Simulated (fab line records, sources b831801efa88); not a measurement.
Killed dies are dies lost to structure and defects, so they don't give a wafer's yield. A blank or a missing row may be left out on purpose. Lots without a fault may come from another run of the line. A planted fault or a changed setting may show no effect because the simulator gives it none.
A struck lot beside a sound one | flow sky130 | 35 steps out of a route of 708
Sound: wafers L628.1, L628.3, L628.4. Struck: wafers L640.1, L640.6. (L640.4 of the same lot was not struck and is left out.) The cause comes at the end.
At each step with rows: each side's tool, then ch and its chambers, then its first start. Under that, the readings that differ: sound wafers | struck wafers | difference of the means | sigmas: that difference in standard deviations of wafers without a fault.
alike: readings whose means differ by less than 2 such deviations, and words and numbers that are the same on both sides. not compared: withheld readings, readings that some wafer has no value for, bounds like >300 that may hide the same value, and numbers for which the record gives no deviation and whose values overlap.
The two part at a step that has a row with sigmas, a row that says differs or no value, or rows on one side only. Numbers that don't overlap but have no deviation are shown without sigmas and don't part them. A reading that every wafer of one side lacks parts them only if that side has two wafers or more.

first, 8 steps without rows for these wafers: SKY_CAP2M_SPUTTER_02 (material TiN, target thk 200 nm, time 166.7 s); SKY_CAP2M_DEHYDRATE_05 (time 60 s); SKY_CAP2M_HMDS_06 (prime time 60 s); SKY_CAP2M_COAT_07 (resist thk 1140 nm); SKY_CAP2M_SOFTBAKE_08 (time 60 s); SKY_CAP2M_EXPOSE_09 (exposes mask CAP2M, target cd 1000 nm); SKY_CAP2M_PEB_10; SKY_CAP2M_DEVELOP_11 (develop time 60 s).
SKY_CAP2M_METAL_ETCH_13: etches TiN in Cl2/BCl3, stops on SiO2, target depth 220 nm, time 62.9 s.
  sound on rie_metal-04 ch 0,1, day 41 23:29; struck on rie_metal-03 ch 1, day 44 20:14
  alike: drypump_motor_current_A, he_backside_leak_sccm, oes_product_au, throttle_valve_pct
  not compared: rf_hours_counter_h
then, 25 steps without rows for these wafers: SKY_CAP2M_STRIP_14 (strips in O2/N2); SKY_CAP2M_STRIP_15 (strips in post etch residue remover, time 1200 s); SKY_CAP2M_CLEAN_16 (cleans in IPA, time 180 s); SKY_CAP2M_CLEAN_17 (cleans in O3/DIW); SKY_METAL4_DEHYDRATE_05 (time 60 s); SKY_METAL4_HMDS_06 (prime time 60 s); SKY_METAL4_COAT_07 (resist thk 60 nm); SKY_METAL4_COAT_08 (resist thk 1140 nm); SKY_METAL4_SOFTBAKE_09 (time 90 s); SKY_METAL4_EXPOSE_10 (exposes mask MM4, target cd 300 nm); SKY_METAL4_PEB_11; SKY_METAL4_DEVELOP_12 (develop time 60 s); SKY_METAL4_DESCUM_15 (chemistry O2, time 8 s); SKY_METAL4_ETCH_16 (etches BARC in N2/H2, stops on SiO2, time 88.2 s, target depth 60 nm); SKY_METAL4_ETCH_17 (etches SiO2 in C4F8/O2/Ar, stops on TiN, time 3.9 s, target depth 15 nm); SKY_METAL4_METAL_ETCH_18 (etches the open film in Cl2/BCl3, stops on SiO2, target depth 845 nm, time 183.1 s); SKY_METAL4_STRIP_19 (strips in O2/N2); SKY_METAL4_STRIP_20 (strips in post etch residue remover, time 1200 s); SKY_METAL4_CLEAN_21 (cleans in IPA, time 180 s); SKY_METAL4_CLEAN_22 (cleans in O3/DIW); SKY_VIA4_HDPCVD_00 (deposits SiO2, target thk 1750 nm, time 291.7 s); SKY_VIA4_CMP_02 (polishes SiO2); SKY_VIA4_DEHYDRATE_04 (time 60 s); SKY_VIA4_HMDS_05 (prime time 60 s); SKY_VIA4_COAT_06 (resist thk 1140 nm).
-- the record jumps here: 4 days lie between the struck wafers' starts before and after (it left off in module VIA4 and takes up again in module PAD_OPEN, whose first step shown is number 708 of the route) --
SKY_PAD_OPEN_PROBE_99:
  sound on prober-02, day 46 20:03; struck on prober-01, day 49 07:00
  reading                               | sound              | struck      | difference | sigmas
  defect_limited_yield (%)              | 84.1 81.5 81.9     | 76.0 73.2   | -7.9       | -4
  killed_at_other                       | 0 0 0              | 39 42       | +40        | +92
  killed_dies                           | 78 91 89           | 118 132     | +39        | +4
  sort_bin_3_pad_short (%)              | 0.8 0.6 1.0        | 2.2 2.4     | +1.5       | +3
  sort_bin_5_function (%)               | 9.1 11.0 10.8      | 15.0 18.5   | +6.4       | +4
  sort_n_pass                           | 414 401 403        | 374 360     | -39        | -4
  sort_yield_pct (%)                    | 84.1 81.5 81.9     | 76.0 73.2   | -7.9       | -4
  model.etest.tester.sort_n_pass        | 414 401 403        | 374 360     | -39        |
  model.etest.tester.sort_yield_pct (%) | 84.15 81.5 81.91   | 76.02 73.17 | -7.92      |
  model.etest.tester.sort_bin_5_pct (%) | 9.146 10.98 10.77  | 15.04 18.5  | +6.47      |
  model.etest.tester.sort_bin_3_pct (%) | 0.813 0.6098 1.016 | 2.236 2.439 | +1.525     |
  alike: killed_at_M0_to_M3, killed_at_M4_up, killed_at_contacts, killed_at_front_end, killed_open, killed_short, sort_bin_6_memory

WHERE THEY PART
Only at SKY_PAD_OPEN_PROBE_99, within this record.

WHY: what the simulator had put in
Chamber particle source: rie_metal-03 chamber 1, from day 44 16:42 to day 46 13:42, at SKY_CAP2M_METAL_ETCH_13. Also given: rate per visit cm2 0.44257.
